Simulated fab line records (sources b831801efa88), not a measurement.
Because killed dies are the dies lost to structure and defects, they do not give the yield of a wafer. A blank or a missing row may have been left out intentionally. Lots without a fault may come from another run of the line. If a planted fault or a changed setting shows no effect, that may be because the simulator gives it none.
What tool caused it? / flow sky130 / 13 lots, 39 wafers sampled, at 5 steps of a route of 708

== WHAT THE GAUGES SHOWED, per wafer ==
SKY_SONOS_ONO_THK_MEAS_03. Usual: SONOS_ONO_CVD_02_THK typically reads 10.44 nm, with standard deviation 0.13.
lot=L968; measured=day 11 22:35; on=film metro-04; SONOS_ONO_CVD_02_THK (nm)=10.67 10.49 10.56; flag=
lot=L971; measured=day 12 15:55; on=film metro-02; SONOS_ONO_CVD_02_THK (nm)=10.52 10.47 10.46; flag=
lot=L970; measured=day 12 15:55; on=film metro-04; SONOS_ONO_CVD_02_THK (nm)=10.18 10.15 10.22; flag=
lot=L969; measured=day 12 16:58; on=film metro-02; SONOS_ONO_CVD_02_THK (nm)=10.45 10.38 10.43; flag=
lot=L972; measured=day 12 23:19; on=film metro-01; SONOS_ONO_CVD_02_THK (nm)=10.43 10.29 10.55; flag=
lot=L977; measured=day 14 13:16; on=film metro-02; SONOS_ONO_CVD_02_THK (nm)=10.45 10.40 10.52; flag=
lot=L979; measured=day 14 23:54; on=film metro-01; SONOS_ONO_CVD_02_THK (nm)=10.30 10.23 10.10; flag=
lot=L978; measured=day 15 00:57; on=film metro-02; SONOS_ONO_CVD_02_THK (nm)=10.49 10.64 10.48; flag=
lot=L982; measured=day 16 00:16; on=film metro-04; SONOS_ONO_CVD_02_THK (nm)=10.45 10.38 10.37; flag=
lot=L983; measured=day 16 07:33; on=film metro-01; SONOS_ONO_CVD_02_THK (nm)=10.41 10.47 10.55; flag=
lot=L988; measured=day 18 02:51; on=film metro-04; SONOS_ONO_CVD_02_THK (nm)=10.48 10.34 10.35; flag=
lot=L989; measured=day 18 15:56; on=film metro-01; SONOS_ONO_CVD_02_THK (nm)=10.34 10.46 10.26; flag=
lot=L991; measured=day 19 03:39; on=film metro-04; SONOS_ONO_CVD_02_THK (nm)=10.50 10.61 10.61; flag=

SKY_GATE_OXIDE_THK_MEAS_02. Usual: GATE_OXIDE_OXIDATION_00_THK typically reads 10.26 nm, with standard deviation 0.15.
lot=L968; measured=day 13 03:25; on=film metro-04; GATE_OXIDE_OXIDATION_00_THK (nm)=10.28 10.30 10.26; flag=
lot=L971; measured=day 13 21:23; on=film metro-02; GATE_OXIDE_OXIDATION_00_THK (nm)=10.39 10.25 10.57; flag=
lot=L970; measured=day 13 20:23; on=film metro-03; GATE_OXIDE_OXIDATION_00_THK (nm)=10.34 10.30 10.16; flag=
lot=L969; measured=day 13 21:24; on=film metro-04; GATE_OXIDE_OXIDATION_00_THK (nm)=10.19 10.32 10.11; flag=
lot=L972; measured=day 14 04:25; on=film metro-03; GATE_OXIDE_OXIDATION_00_THK (nm)=10.32 10.43 10.46; flag=
lot=L977; measured=day 15 17:57; on=film metro-02; GATE_OXIDE_OXIDATION_00_THK (nm)=10.02 10.06 10.15; flag=
lot=L979; measured=day 16 06:02; on=film metro-03; GATE_OXIDE_OXIDATION_00_THK (nm)=10.24 10.36 10.41; flag=
lot=L978; measured=day 16 07:50; on=film metro-03; GATE_OXIDE_OXIDATION_00_THK (nm)=10.33 10.27 10.30; flag=
lot=L982; measured=day 17 06:41; on=film metro-03; GATE_OXIDE_OXIDATION_00_THK (nm)=10.35 10.27 10.01; flag=
lot=L983; measured=day 17 16:35; on=film metro-02; GATE_OXIDE_OXIDATION_00_THK (nm)=10.37 10.22 10.50; flag=
lot=L988; measured=day 19 17:01; on=film metro-02; GATE_OXIDE_OXIDATION_00_THK (nm)=10.34 10.32 10.30; flag=
lot=L989; measured=day 20 01:17; on=film metro-03; GATE_OXIDE_OXIDATION_00_THK (nm)=10.04 10.04 9.97; flag=
lot=L991; measured=day 20 14:25; on=film metro-03; GATE_OXIDE_OXIDATION_00_THK (nm)=10.47 10.22 10.44; flag=

SKY_RES_PROTECT_TW_MEAS_08. Usual: POLY_GATE_TW typically reads 4016, with standard deviation 65.
lot=L968; measured=day 16 13:06; on=film metro-01; POLY_GATE_TW=4075 4066 4088; flag=
lot=L971; measured=day 16 14:15; on=film metro-01; POLY_GATE_TW=4101 4113 4101; flag=
lot=L970; measured=day 16 14:15; on=film metro-02; POLY_GATE_TW=3922 3961 3938; flag=
lot=L969; measured=day 16 13:42; on=film metro-01; POLY_GATE_TW=4078 4076 4076; flag=
lot=L972; measured=day 16 14:54; on=film metro-01; POLY_GATE_TW=4102 4129 4104; flag=
lot=L977; measured=day 18 08:14; on=film metro-01; POLY_GATE_TW=4091 4106 4113; flag=
lot=L979; measured=day 18 19:48; on=film metro-02; POLY_GATE_TW=3960 3968 4004; flag=
lot=L978; measured=day 18 22:42; on=film metro-03; POLY_GATE_TW=3978 3977 3982; flag=
lot=L982; measured=day 19 23:20; on=film metro-02; POLY_GATE_TW=30 30 30; flag=OFF
lot=L983; measured=day 20 09:31; on=film metro-03; POLY_GATE_TW=4017 3988 3987; flag=
lot=L988; measured=day 22 09:45; on=film metro-02; POLY_GATE_TW=3967 3958 3959; flag=
lot=L989; measured=day 22 18:33; on=film metro-03; POLY_GATE_TW=3979 3998 4002; flag=
lot=L991; measured=day 23 07:49; on=film metro-01; POLY_GATE_TW=4085 4082 4076; flag=

== TOOL THAT RAN EACH LOT (tool first, then ch and the chambers of the sampled wafers, then the start) ==
lot=L968; SKY_SONOS_ONO_STRIP_17=plasma asher-01 ch 0,1, day 13 00:40; SKY_RES_PROTECT_EXPOSE_04=iline stepper-02 ch 0, day 15 23:23
lot=L971; SKY_SONOS_ONO_STRIP_17=plasma asher-03 ch 0,1, day 13 18:55; SKY_RES_PROTECT_EXPOSE_04=iline stepper-02 ch 0, day 16 00:05
lot=L970; SKY_SONOS_ONO_STRIP_17=plasma asher-04 ch 0,1, day 13 18:46; SKY_RES_PROTECT_EXPOSE_04=iline stepper-02 ch 0, day 15 23:59
lot=L969; SKY_SONOS_ONO_STRIP_17=plasma asher-01 ch 0,1, day 13 19:46; SKY_RES_PROTECT_EXPOSE_04=iline stepper-01 ch 0, day 15 23:44
lot=L972; SKY_SONOS_ONO_STRIP_17=plasma asher-04 ch 0,1, day 14 02:28; SKY_RES_PROTECT_EXPOSE_04=iline stepper-01 ch 0, day 16 01:13
lot=L977; SKY_SONOS_ONO_STRIP_17=plasma asher-04 ch 0,1, day 15 16:07; SKY_RES_PROTECT_EXPOSE_04=iline stepper-01 ch 0, day 17 17:47
lot=L979; SKY_SONOS_ONO_STRIP_17=plasma asher-03 ch 0,1, day 16 04:25; SKY_RES_PROTECT_EXPOSE_04=iline stepper-02 ch 0, day 18 03:48
lot=L978; SKY_SONOS_ONO_STRIP_17=plasma asher-01 ch 0,1, day 16 05:43; SKY_RES_PROTECT_EXPOSE_04=iline stepper-01 ch 0, day 18 06:53
lot=L982; SKY_SONOS_ONO_STRIP_17=plasma asher-03 ch 0,1, day 17 04:49; SKY_RES_PROTECT_EXPOSE_04=iline stepper-02 ch 0, day 19 07:45
lot=L983; SKY_SONOS_ONO_STRIP_17=plasma asher-04 ch 0,1, day 17 13:08; SKY_RES_PROTECT_EXPOSE_04=iline stepper-01 ch 0, day 19 18:01
lot=L988; SKY_SONOS_ONO_STRIP_17=plasma asher-04 ch 0,1, day 19 15:22; SKY_RES_PROTECT_EXPOSE_04=iline stepper-01 ch 0, day 21 18:31
lot=L989; SKY_SONOS_ONO_STRIP_17=plasma asher-01 ch 0,1, day 19 23:40; SKY_RES_PROTECT_EXPOSE_04=iline stepper-02 ch 0, day 22 02:55
lot=L991; SKY_SONOS_ONO_STRIP_17=plasma asher-03 ch 0,1, day 20 11:44; SKY_RES_PROTECT_EXPOSE_04=iline stepper-01 ch 0, day 22 17:05
- SKY_SONOS_ONO_STRIP_17: strips in O2/N2.
- SKY_RES_PROTECT_EXPOSE_04: exposes mask RPM, target cd 1270 nm.

== AS READ BY THE TOOLS THEMSELVES (means over the sampled wafers that have a number; for cases with no such wafer, the mark the record gives instead) ==
SKY_SONOS_ONO_STRIP_17. Usual: drypump motor current A 5.8 A, standard deviation 0.42; oes product au 0.709 a.u., standard deviation 0.0045; strip time to endpoint s 14.10 s, standard deviation 0.041.
lot=L968; tool=plasma asher-01; drypump motor current A (A)=5.8; oes product au (a.u.)=0.708; strip time to endpoint s (s)=14.05; flag=
lot=L971; tool=plasma asher-03; drypump motor current A (A)=5.6; oes product au (a.u.)=0.707; strip time to endpoint s (s)=14.14; flag=
lot=L970; tool=plasma asher-04; drypump motor current A (A)=6.0; oes product au (a.u.)=0.705; strip time to endpoint s (s)=14.12; flag=
lot=L969; tool=plasma asher-01; drypump motor current A (A)=5.8; oes product au (a.u.)=0.712; strip time to endpoint s (s)=14.11; flag=
lot=L972; tool=plasma asher-04; drypump motor current A (A)=6.0; oes product au (a.u.)=0.709; strip time to endpoint s (s)=14.04; flag=
lot=L977; tool=plasma asher-04; drypump motor current A (A)=6.2; oes product au (a.u.)=0.712; strip time to endpoint s (s)=14.09; flag=
lot=L979; tool=plasma asher-03; drypump motor current A (A)=5.6; oes product au (a.u.)=0.709; strip time to endpoint s (s)=14.15; flag=
lot=L978; tool=plasma asher-01; drypump motor current A (A)=5.9; oes product au (a.u.)=0.711; strip time to endpoint s (s)=14.07; flag=
lot=L982; tool=plasma asher-03; drypump motor current A (A)=5.5; oes product au (a.u.)=0.708; strip time to endpoint s (s)=14.17; flag=
lot=L983; tool=plasma asher-04; drypump motor current A (A)=6.3; oes product au (a.u.)=0.707; strip time to endpoint s (s)=14.10; flag=
lot=L988; tool=plasma asher-04; drypump motor current A (A)=6.3; oes product au (a.u.)=0.707; strip time to endpoint s (s)=14.10; flag=
lot=L989; tool=plasma asher-01; drypump motor current A (A)=5.9; oes product au (a.u.)=0.708; strip time to endpoint s (s)=14.06; flag=
lot=L991; tool=plasma asher-03; drypump motor current A (A)=5.6; oes product au (a.u.)=0.711; strip time to endpoint s (s)=14.08; flag=

== THE ANSWER, worked out from the rows above alone ==
Rule: lot off if the mean of its wafers having a number is beyond 3 standard deviations from the usual mean. Also off: a lot with no number at a reading for which 4 or more lots have one. Where the step has rows for the other lots, those lots are counted as sound. After the gauges, taken in route order, come the tools' own readings; for these a lot's mean is taken, as printed above. At the first step where some lot is off, the reading lying furthest off is the one used; lots without a number count as furthest.
Off: at SKY_RES_PROTECT_TW_MEAS_08 (POLY_GATE_TW), L982.
A tool fits if, at a process step before that reading, it ran every lot that is off, and no sound lot after the first of them. Gauges at SKY_RES_PROTECT_TW_MEAS_08: tried the same way as those tools. Not one of the candidates tried fits.

== WHAT HAD BEEN PUT IN BY THE SIMULATOR ==
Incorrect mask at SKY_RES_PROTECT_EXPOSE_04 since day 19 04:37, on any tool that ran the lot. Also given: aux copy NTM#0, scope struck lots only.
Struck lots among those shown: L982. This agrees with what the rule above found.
